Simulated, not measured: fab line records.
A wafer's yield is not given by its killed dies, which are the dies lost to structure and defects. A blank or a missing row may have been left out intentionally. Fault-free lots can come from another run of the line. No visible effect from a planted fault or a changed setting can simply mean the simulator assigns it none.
fab line records | flow sky130
record: lots: 7 | wafers: 21 | last_day: 50
route steps=708 shown SONOS_ONO@184 GATE_OXIDE@187 PAD_OPEN@708
lots untouched by any fault: they come from a run of this same line in which no faults occurred
start_h: start of the lot's first displayed wafer, in hours after the record's first day | wait_h: hours from the lot's prior step to this one | " the same as in the row above | L1.1+2: a single row standing in for several wafers | - either no value or no given start | * or withheld: withheld | < > ~ a bound
route shown NAME@n: names a module that has steps shown in the file, with the first one's number in the route | usual: mean/standard deviation taken from wafers without a fault | same: alike in all rows | chamber/n: place in a boat | sites: each site's reading | _std_site: the values' standard deviation | _edge_site: inner sites' mean taken away from outer sites' mean | radius_mm: how far each site lies from the wafer's centre | mask NAME#n: copy n | behind: tool/chamber where the wafer was last shaped | hold: why the lot went on hold/how many hours it stayed there/how the hold came to an end | device: transistor that didn't switch, given as n, p or np | end of line: the route-end tests of the same wafers | a step given without rows: its recipe and nothing more | killed: the dies lost at the first sort to structure and to defects; this is not the yield of the wafer | map: the dies of a wafer, with x for killed, . for not killed, _ for no die there
set.NAME: setting as actually run; set.NAME@STEP: the setting as run at that earlier step | model.NAME: the simulator's own value behind a step, which no gauge read
certain route steps with their lots: each step a table, each wafer a row
services: from which hour (start_h, from the record's first day; less than 0 if before it) a tool's chamber was out of use, for how many hours, and why
== steps ==
step: SKY_SONOS_ONO_WET_ETCH_16
recipe: chemistry: dHF | target_depth_nm: 14 | dry: n2_spin | target: SiO2 | dilution: 100:1 | temp_c: 25 | time_s: 280
step: SKY_SONOS_ONO_STRIP_17
recipe: chemistry: O2/N2 | power_w: 1400 | pressure_mtorr: 1500 | platen_temp_c: withheld | o2_flow_sccm: 3000 | n2_flow_sccm: 300 | overash_fraction: 0.5
usual: drypump_motor_current_A: 5.6/0.5 | n2_flow_sccm: 299.9/0.84 | o2_flow_sccm: 3001/9.3 | oes_product_au: 0.710/0.0046 | strip_time_to_endpoint_s: 14.08/0.045
lot.wafer | tool            | chamber | start_h | wait_h | drypump_motor_current_A | n2_flow_sccm | o2_flow_sccm | oes_product_au | rf_hours_counter_h | strip_time_to_endpoint_s
L632.1    | plasma_asher-03 | 1       | 287.91  | 0.0    | 6.0                     | 299.9        | 3019         | 0.708          | 49                 | 14.07
L632.3    | "               | 0       | "       | "      | 6.2                     | 299.7        | 2986         | 0.714          | -                  | 14.06
L632.4    | "               | 1       | "       | "      | 6.0                     | 300.0        | 3019         | 0.714          | -                  | 14.05
L637.3    | plasma_asher-04 | 1       | 332.74  | 0.0    | 6.1                     | 299.1        | 2992         | 0.709          | -                  | 14.09
L637.4    | "               | 0       | "       | "      | 4.8                     | 301.5        | 3001         | 0.711          | -                  | 14.12
L637.6    | "               | 0       | "       | "      | 4.8                     | 300.3        | 3000         | 0.709          | -                  | 14.11
L640.2    | plasma_asher-03 | 0       | 359.21  | 0.0    | 6.1                     | 299.5        | 3018         | 0.712          | 57                 | 14.05
L640.5    | "               | 1       | "       | "      | 6.0                     | 298.8        | 3003         | 0.709          | -                  | 14.01
L640.6    | "               | 0       | "       | "      | 6.1                     | 299.5        | 3022         | 0.713          | -                  | 14.10
L641.1    | plasma_asher-04 | 1       | 363.11  | 0.0    | 6.1                     | 300.0        | 3000         | 0.710          | 60                 | 14.04
L641.2    | "               | 0       | "       | "      | 4.8                     | 300.9        | 2988         | 0.704          | 60                 | 13.96
L641.3    | "               | 1       | "       | "      | 6.1                     | 299.1        | 3027         | 0.703          | -                  | 14.04
L642.1    | plasma_asher-02 | 1       | 372.91  | 0.0    | 5.1                     | 299.6        | 2987         | 0.704          | 68                 | 14.06
L642.4    | "               | 0       | "       | "      | 5.2                     | 299.3        | 3005         | 0.713          | -                  | 14.07
L642.5    | "               | 1       | "       | "      | 5.1                     | 302.1        | 2995         | 0.711          | -                  | 14.05
L649.2    | plasma_asher-04 | 0       | 429.11  | 0.0    | 4.8                     | 301.2        | 2992         | 0.704          | 67                 | 14.05
L649.3    | "               | 0       | "       | "      | 4.8                     | 300.9        | 3009         | 0.705          | -                  | 14.04
L649.4    | "               | 1       | "       | "      | 6.1                     | 301.9        | 3010         | 0.716          | -                  | 14.11
L653.1    | plasma_asher-04 | 1       | 463.32  | 0.0    | 6.1                     | 299.3        | 2990         | 0.708          | 71                 | 14.06
L653.2    | "               | 0       | "       | "      | 4.8                     | 298.8        | 2994         | 0.705          | 71                 | 14.06
L653.6    | "               | 0       | "       | "      | 4.8                     | 300.4        | 2997         | 0.715          | -                  | 14.08
step: SKY_SONOS_ONO_WET_ETCH_18
recipe: chemistry: H3PO4 | target_depth_nm: 15 | target: Si3N4 | temp_c: 160 | time_s: 172
step: SKY_GATE_OXIDE_CLEAN_00
recipe: chemistry: SC1/SC2 | mix: 1:4:20 | temp_c: 70 | time_s: 150 | dry: n2_spin
step: SKY_GATE_OXIDE_OXIDATION_01
recipe: temp_c: 900 | ambient: O2 | stabilise_s: 600 | purge_s: 300 | target_thk_a: 102.68 | ox_time_s: 1473
step: SKY_GATE_OXIDE_THK_MEAS_02
recipe: reads: SiO2_of_GATE_OXIDE_OXIDATION_01
usual: GATE_OXIDE_OXIDATION_00_THK: 10.28/0.18
lot.wafer | tool          | chamber | start_h | wait_h | GATE_OXIDE_OXIDATION_00_THK[nm]
L632.1    | film_metro-01 | -       | 289.53  | 0.0    | 10.26
L632.3    | "             | -       | "       | "      | 10.36
L632.4    | "             | -       | "       | "      | 10.23
L637.3    | film_metro-03 | -       | 335.73  | 0.0    | 10.34
L637.4    | "             | -       | "       | "      | 10.43
L637.6    | "             | -       | "       | "      | 10.41
L640.2    | film_metro-03 | -       | 362.11  | 0.0    | 10.05
L640.5    | "             | -       | "       | "      | 10.20
L640.6    | "             | -       | "       | "      | 10.23
L641.1    | film_metro-03 | -       | 366.20  | 0.0    | 10.36
L641.2    | "             | -       | "       | "      | 10.17
L641.3    | "             | -       | "       | "      | 10.17
L642.1    | film_metro-03 | -       | 375.84  | 0.0    | 10.48
L642.4    | "             | -       | "       | "      | 10.37
L642.5    | "             | -       | "       | "      | 10.40
L649.2    | film_metro-03 | -       | 431.12  | 0.0    | 10.07
L649.3    | "             | -       | "       | "      | 10.25
L649.4    | "             | -       | "       | "      | 10.16
L653.1    | film_metro-01 | -       | 467.25  | 0.0    | 10.29
L653.2    | "             | -       | "       | "      | 10.15
L653.6    | "             | -       | "       | "      | 10.08
step: SKY_GATE_OXIDE_DEHYDRATE_03
recipe: temp_c: 200 | time_s: 60
step: SKY_GATE_OXIDE_HMDS_04
recipe: prime_time_s: 60 | prime_temp_c: 120
step: SKY_GATE_OXIDE_COAT_05
recipe: resist: NOVOLAK | spin_rpm: 3000 | resist_thk_nm: 1140
step: SKY_GATE_OXIDE_SOFTBAKE_06
recipe: temp_c: 90 | time_s: 60 | resist: NOVOLAK
step: SKY_GATE_OXIDE_EXPOSE_07
recipe: mask_id: LVOM | na: 0.6 | source_shape: conventional | sigma_outer: 0.6 | polarization: unpolarized | target_cd_nm: 600 | dose_mj: 170
step: SKY_GATE_OXIDE_PEB_08
recipe: temp_c: withheld | time_s: * | resist: NOVOLAK
step: SKY_GATE_OXIDE_DEVELOP_09
recipe: resist: NOVOLAK | developer: TMAH | develop_time_s: 60 | dev_temp_c: 23
lot.wafer  | tool           | chamber | start_h | wait_h
L632.1+3+4 | litho_track-03 | 0       | 314.90  | 0.1
L637.3+4+6 | litho_track-03 | 0       | 363.10  | 0.1
L640.2+5+6 | litho_track-03 | 0       | 390.67  | 0.1
L641.1+2+3 | litho_track-03 | 0       | 394.20  | 0.1
L642.1+4+5 | litho_track-03 | 0       | 404.55  | 0.1
L649.2+3+4 | litho_track-01 | 0       | 461.47  | 0.1
L653.1+2+6 | litho_track-01 | 0       | 497.70  | 0.1
step: SKY_GATE_OXIDE_OVL_MEAS_10
usual: GATE_OXIDE_OVL: -0.4/1.3
lot.wafer | tool       | chamber | start_h | wait_h | GATE_OXIDE_OVL[nm]
L632.1    | overlay-02 | -       | 315.05  | 0.1    | 1.3
L632.3    | "          | -       | "       | "      | -0.2
L632.4    | "          | -       | "       | "      | -1.3
L637.3    | overlay-01 | -       | 363.21  | 0.1    | 0.8
L637.4    | "          | -       | "       | "      | -0.4
L637.6    | "          | -       | "       | "      | 1.0
L640.2    | overlay-02 | -       | 390.80  | 0.1    | -
L640.5    | "          | -       | "       | "      | 0.9
L640.6    | "          | -       | "       | "      | 0.4
L641.1    | overlay-02 | -       | 394.35  | 0.1    | -
L641.2    | "          | -       | "       | "      | -
L641.3    | "          | -       | "       | "      | 1.0
L642.1    | overlay-01 | -       | 404.70  | 0.1    | -
L642.4    | "          | -       | "       | "      | -
L642.5    | "          | -       | "       | "      | -1.5
L649.2    | overlay-01 | -       | 461.61  | 0.1    | 0.2
L649.3    | "          | -       | "       | "      | -0.5
L649.4    | "          | -       | "       | "      | -0.7
L653.1    | overlay-01 | -       | 497.85  | 0.1    | -2.8
L653.2    | "          | -       | "       | "      | 0.3
L653.6    | "          | -       | "       | "      | -0.4
step: SKY_GATE_OXIDE_IMPLANT_11
recipe: species: B | energy_kev: 10 | dose_cm2: 2.6e+12 | tilt_deg: withheld
step: SKY_GATE_OXIDE_WET_ETCH_12
recipe: chemistry: dHF | target_depth_nm: 16.8 | dry: n2_spin | target: SiO2 | dilution: 100:1 | temp_c: 25 | time_s: 336
step: SKY_GATE_OXIDE_STRIP_13
recipe: chemistry: O2/N2 | power_w: 1400 | pressure_mtorr: 1500 | platen_temp_c: withheld | o2_flow_sccm: 3000 | n2_flow_sccm: 300 | overash_fraction: 0.5
usual: drypump_motor_current_A: 5.7/0.46 | n2_flow_sccm: 299.9/0.78 | o2_flow_sccm: 2998/9.5 | oes_product_au: 0.716/0.0043 | strip_time_to_endpoint_s: 14.16/0.042
lot.wafer | tool            | chamber | start_h | wait_h | drypump_motor_current_A | n2_flow_sccm | o2_flow_sccm | oes_product_au | rf_hours_counter_h | strip_time_to_endpoint_s
L632.1    | plasma_asher-04 | 0       | 315.33  | 0.0    | 4.8                     | 299.5        | 2990         | 0.713          | 56                 | 14.10
L632.3    | "               | 1       | "       | "      | 6.1                     | 299.4        | 2995         | 0.714          | -                  | 14.08
L632.4    | "               | 0       | "       | "      | 4.8                     | 299.9        | 3004         | 0.718          | -                  | 14.07
L637.3    | plasma_asher-01 | 1       | 363.52  | 0.0    | 5.4                     | 299.7        | 2998         | 0.715          | -                  | 14.15
L637.4    | "               | 0       | "       | "      | 6.0                     | 300.1        | 3004         | 0.708          | -                  | 14.16
L637.6    | "               | 0       | "       | "      | 6.0                     | 299.0        | 2998         | 0.712          | -                  | 14.13
L640.2    | plasma_asher-04 | 0       | 391.08  | 0.0    | 4.9                     | 298.1        | 3003         | 0.728          | 63                 | 14.23
L640.5    | "               | 0       | "       | "      | 4.8                     | 299.6        | 2993         | 0.717          | -                  | 14.21
L640.6    | "               | 1       | "       | "      | 6.1                     | 299.7        | 3005         | 0.713          | -                  | 14.19
L641.1    | plasma_asher-04 | 0       | 394.63  | 0.0    | 4.8                     | 301.4        | 2999         | 0.714          | 64                 | 14.17
L641.2    | "               | 1       | "       | "      | 6.1                     | 300.2        | 3002         | 0.716          | 64                 | 14.20
L641.3    | "               | 1       | "       | "      | 6.1                     | 298.1        | 2996         | 0.714          | -                  | 14.20
L642.1    | plasma_asher-01 | 1       | 404.98  | 0.0    | 5.4                     | 299.1        | 2996         | 0.711          | 30                 | 14.22
L642.4    | "               | 1       | "       | "      | 5.4                     | 300.1        | 3000         | 0.717          | -                  | 14.16
L642.5    | "               | 0       | "       | "      | 5.9                     | 299.2        | 3008         | 0.715          | -                  | 14.19
L649.2    | plasma_asher-01 | 0       | 461.90  | 0.0    | 5.9                     | 299.9        | 2999         | 0.707          | 35                 | 14.21
L649.3    | "               | 0       | "       | "      | 5.9                     | 301.2        | 2999         | 0.716          | -                  | 14.16
L649.4    | "               | 1       | "       | "      | 5.4                     | 300.2        | 2999         | 0.709          | -                  | 14.20
L653.1    | plasma_asher-03 | 1       | 498.13  | 0.0    | 6.0                     | 301.9        | 3013         | 0.715          | 71                 | 14.20
L653.2    | "               | 0       | "       | "      | 6.1                     | 301.3        | 2992         | 0.710          | 71                 | 14.20
L653.6    | "               | 1       | "       | "      | 6.0                     | 298.6        | 2994         | 0.716          | -                  | 14.16
step: SKY_GATE_OXIDE_TW_MEAS_14
usual: GATE_OXIDE_TW: 222.5/2.3
lot.wafer | tool          | chamber | start_h | wait_h | GATE_OXIDE_TW
L632.1    | film_metro-03 | -       | 315.43  | 0.1    | 220.1
L632.3    | "             | -       | "       | "      | 219.5
L632.4    | "             | -       | "       | "      | 220.6
L637.3    | film_metro-01 | -       | 363.60  | 0.1    | 226.3
L637.4    | "             | -       | "       | "      | 225.3
L637.6    | "             | -       | "       | "      | 225.4
L640.2    | film_metro-04 | -       | 391.19  | 0.1    | 29.7
L640.5    | "             | -       | "       | "      | 221.9
L640.6    | "             | -       | "       | "      | 220.4
L641.1    | film_metro-03 | -       | 394.73  | 0.1    | 29.3
L641.2    | "             | -       | "       | "      | 29.4
L641.3    | "             | -       | "       | "      | 221.0
L642.1    | film_metro-01 | -       | 405.08  | 0.1    | 29.9
L642.4    | "             | -       | "       | "      | 29.7
L642.5    | "             | -       | "       | "      | 223.3
L649.2    | film_metro-01 | -       | 462.01  | 0.1    | 225.6
L649.3    | "             | -       | "       | "      | 223.9
L649.4    | "             | -       | "       | "      | 224.6
L653.1    | film_metro-03 | -       | 498.23  | 0.1    | 220.1
L653.2    | "             | -       | "       | "      | 220.2
L653.6    | "             | -       | "       | "      | 219.6
step: SKY_GATE_OXIDE_CLEAN_15
recipe: chemistry: SC1/SC2 | mix: 1:4:20 | temp_c: 70 | time_s: 150 | dry: n2_spin
step: SKY_PAD_OPEN_PROBE_99
usual: killed_at_M0_to_M3: 42/6.7 | killed_at_M4_up: 3.3/2.1 | killed_at_contacts: 24/5.1 | killed_at_front_end: 15/4.6 | killed_at_other: 0.3/0.58 | killed_dies: 85/9.9 | killed_on_rim: 17/3.7 | killed_open: 46/6.9 | killed_short: 38/7
same: gross_dies: 492 | killed_at_back_side: 0
lot.wafer | tool      | chamber | start_h | wait_h | killed_at_M0_to_M3 | killed_at_M4_up | killed_at_contacts | killed_at_front_end | killed_at_other | killed_dies | killed_on_rim | killed_open | killed_short
L637.3    | prober-01 | -       | 1125.95 | 0.2    | 44                 | 1               | 29                 | 12                  | 0               | 86          | 13            | 48          | 36
L637.4    | prober-01 | -       | 1126.00 | 0.2    | 49                 | 2               | 20                 | 18                  | 0               | 89          | 20            | 54          | 34
L637.6    | prober-01 | -       | 1126.10 | 0.2    | 37                 | 3               | 26                 | 16                  | 0               | 82          | 18            | 48          | 33
L640.2    | prober-02 | -       | 1140.65 | 0.1    | 52                 | 4               | 24                 | 411                 | 1               | 492         | 96            | 43          | 49
L640.6    | prober-02 | -       | 1140.85 | 0.2    | 54                 | 0               | 31                 | 13                  | 0               | 98          | 24            | 59          | 39
L641.1    | prober-01 | -       | 1142.10 | 0.1    | 49                 | 4               | 23                 | 416                 | 0               | 492         | 96            | 49          | 35
L641.2    | prober-01 | -       | 1142.15 | 0.1    | 51                 | 1               | 25                 | 415                 | 0               | 492         | 96            | 59          | 38
L641.3    | prober-01 | -       | 1142.20 | 0.2    | 35                 | 2               | 29                 | 15                  | 1               | 82          | 14            | 51          | 31
L642.1    | prober-02 | -       | 1145.72 | 0.1    | 40                 | 5               | 27                 | 420                 | 0               | 492         | 96            | 32          | 58
L642.4    | prober-02 | -       | 1145.87 | 0.2    | 49                 | 5               | 21                 | 416                 | 1               | 492         | 96            | 48          | 42
killed by level:class
L637.3 LI_CONTACT:geometric_particle:open=12 VIA1:geometric_particle:open=9 METAL1:geometric_particle:short=8 CONTACT:geometric_particle:open=7 VIA1:geometric_particle:short=6 METAL2:geometric_particle:short=6 VIA2:geometric_particle:open=5 VIA2:geometric_particle:short=4
L637.4 VIA1:geometric_particle:open=18 CONTACT:geometric_particle:open=8 FIELD_ISO:geometric_particle:open=6 FIELD_ISO:geometric_particle:short=6 VIA3:geometric_particle:open=6 LOCAL_INTERCONNECT:geometric_particle:short=4 LI_CONTACT:geometric_particle:open=4 VIA1:geometric_particle:short=4
L637.6 VIA1:geometric_particle:open=12 LI_CONTACT:geometric_particle:open=9 FIELD_ISO:geometric_particle:open=5 POLY_GATE:geometric_particle:open=5 CONTACT:geometric_particle:open=5 VIA1:geometric_particle:short=5 METAL2:geometric_particle:short=5 LOCAL_INTERCONNECT:geometric_particle:short=4
L640.2 GATE_OXIDE:area_develop=400 VIA3:geometric_particle:open=9 VIA2:geometric_particle:open=8 METAL2:geometric_particle:short=8 CONTACT:geometric_particle:open=7 METAL1:geometric_particle:short=7 LI_CONTACT:geometric_particle:open=6 VIA1:geometric_particle:open=6
L640.6 VIA1:geometric_particle:open=13 CONTACT:geometric_particle:open=12 METAL2:geometric_particle:short=9 VIA2:geometric_particle:open=8 METAL1:geometric_particle:short=7 VIA3:geometric_particle:open=7 LI_CONTACT:geometric_particle:open=6 CONTACT:geometric_particle:short=6
L641.1 GATE_OXIDE:area_develop=408 CONTACT:geometric_particle:open=12 VIA3:geometric_particle:open=12 METAL1:geometric_particle:short=8 VIA2:geometric_particle:open=7 VIA1:geometric_particle:open=6 VIA1:geometric_particle:short=5 METAL3:geometric_particle:short=5
L641.2 GATE_OXIDE:area_develop=395 VIA1:geometric_particle:open=11 CONTACT:geometric_particle:open=10 LI_CONTACT:geometric_particle:open=9 VIA3:geometric_particle:open=9 FIELD_ISO:geometric_particle:short=8 VIA2:geometric_particle:open=6 FIELD_ISO:geometric_particle:open=5
L641.3 CONTACT:geometric_particle:open=10 VIA1:geometric_particle:open=9 LI_CONTACT:geometric_particle:open=8 POLY_GATE:geometric_particle:short=6 VIA2:geometric_particle:open=5 LOCAL_INTERCONNECT:geometric_particle:short=4 CONTACT:geometric_particle:short=4 METAL2:geometric_particle:open=4
L642.1 GATE_OXIDE:area_develop=402 METAL1:geometric_particle:short=11 LOCAL_INTERCONNECT:geometric_particle:short=8 CONTACT:geometric_particle:open=7 LI_CONTACT:geometric_particle:open=6 POLY_GATE:geometric_particle:short=5 CONTACT:geometric_particle:short=5 METAL2:geometric_particle:short=5
L642.4 GATE_OXIDE:area_develop=402 VIA1:geometric_particle:open=11 VIA2:geometric_particle:open=10 CONTACT:geometric_particle:open=10 METAL2:geometric_particle:short=8 METAL1:geometric_particle:short=5 LI_CONTACT:geometric_particle:open=4 CONTACT:geometric_particle:short=4
map L640.2 (x killed, . not)
__________xxxxxxxxxx_________
________xxxxxxxxxxxxxx_______
______xxxxxxxxxxxxxxxxxx_____
_____xxxxxxxxxxxxxxxxxxxx____
____xxxxxxxxxxxxxxxxxxxxxx___
___xxxxxxxxxxxxxxxxxxxxxxxx__
__xxxxxxxxxxxxxxxxxxxxxxxxxx_
_xxxxxxxxxxxxxxxxxxxxxxxxxxxx
_xxxxxxxxxxxxxxxxxxxxxxxxxxxx
_xxxxxxxxxxxxxxxxxxxxxxxxxxxx
_xxxxxxxxxxxxxxxxxxxxxxxxxxxx
_xxxxxxxxxxxxxxxxxxxxxxxxxxxx
_xxxxxxxxxxxxxxxxxxxxxxxxxxxx
_xxxxxxxxxxxxxxxxxxxxxxxxxxxx
_xxxxxxxxxxxxxxxxxxxxxxxxxxxx
__xxxxxxxxxxxxxxxxxxxxxxxxxx_
___xxxxxxxxxxxxxxxxxxxxxxxx__
____xxxxxxxxxxxxxxxxxxxxxx___
_____xxxxxxxxxxxxxxxxxxxx____
______xxxxxxxxxxxxxxxxxx_____
________xxxxxxxxxxxxxx_______
__________xxxxxxxxxx_________
map L641.1 (x killed, . not)
__________xxxxxxxxxx_________
________xxxxxxxxxxxxxx_______
______xxxxxxxxxxxxxxxxxx_____
_____xxxxxxxxxxxxxxxxxxxx____
____xxxxxxxxxxxxxxxxxxxxxx___
___xxxxxxxxxxxxxxxxxxxxxxxx__
__xxxxxxxxxxxxxxxxxxxxxxxxxx_
_xxxxxxxxxxxxxxxxxxxxxxxxxxxx
_xxxxxxxxxxxxxxxxxxxxxxxxxxxx
_xxxxxxxxxxxxxxxxxxxxxxxxxxxx
_xxxxxxxxxxxxxxxxxxxxxxxxxxxx
_xxxxxxxxxxxxxxxxxxxxxxxxxxxx
_xxxxxxxxxxxxxxxxxxxxxxxxxxxx
_xxxxxxxxxxxxxxxxxxxxxxxxxxxx
_xxxxxxxxxxxxxxxxxxxxxxxxxxxx
__xxxxxxxxxxxxxxxxxxxxxxxxxx_
___xxxxxxxxxxxxxxxxxxxxxxxx__
____xxxxxxxxxxxxxxxxxxxxxx___
_____xxxxxxxxxxxxxxxxxxxx____
______xxxxxxxxxxxxxxxxxx_____
________xxxxxxxxxxxxxx_______
__________xxxxxxxxxx_________
== services ==
tool            | chamber | start_h | hours | kind
plasma_asher-02 | -       | 332.42  | 14.6  | pm
plasma_asher-04 | -       | 341.54  | 10.1  | repair
plasma_asher-02 | -       | 384.96  | 13.3  | repair
plasma_asher-03 | -       | 397.36  | 1.1   | repair
plasma_asher-02 | -       | 421.25  | 9.0   | pm
plasma_asher-02 | 0       | 421.25  | 9.0   | vent_cycle
plasma_asher-02 | 1       | 421.25  | 9.0   | vent_cycle
plasma_asher-02 | -       | 430.25  | 2.8   | pm
plasma_asher-02 | 0       | 430.25  | -     | clean
plasma_asher-02 | 1       | 430.25  | -     | clean
== key ==
first_sign: step: SKY_GATE_OXIDE_OVL_MEAS_10 | reading: GATE_OXIDE_OVL | direction: missing
effect: step: SKY_GATE_OXIDE_TW_MEAS_14 | reading: GATE_OXIDE_TW | direction: down | sigmas: 84 | usual: 222.5 | struck: 29.6
effect: step: SKY_PAD_OPEN_PROBE_99 | reading: killed_at_front_end | direction: up | sigmas: 87 | usual: 15 | struck: 416
more_kills_born_at: SKY_GATE_OXIDE_DEVELOP_09@litho_track-03: 2007
met_at SKY_GATE_OXIDE_DEVELOP_09
struck_wafers L640.2,L641.1,L641.2,L642.1,L642.4
later_rows_left_out L640.2,L641.1,L641.2,L642.1,L642.4
tester_left_out L640,L641,L642
onset_between 363.10 390.67
fault: kind: process_parameter_drift | tool: litho_track-03 | chamber: - | onset_h: 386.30 | steps: SKY_GATE_OXIDE_DEVELOP_09 | channel: develop_time_s | offset: * | shape: step | end_h: 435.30 | scope: struck_wafers_only | acts_in: * | stated: *
tester_left_out: of these lots the tester's yield and bins aren't shown, on N5 and GAA mostly nor the transistor test; their killed dies are dies lost to structure and defects alone, not to doping, threshold or leakage, so they don't give the yield
later_rows_left_out: the simulator's readings of these wafers behind a module that went badly wrong aren't trusted and aren't shown, but for the sort
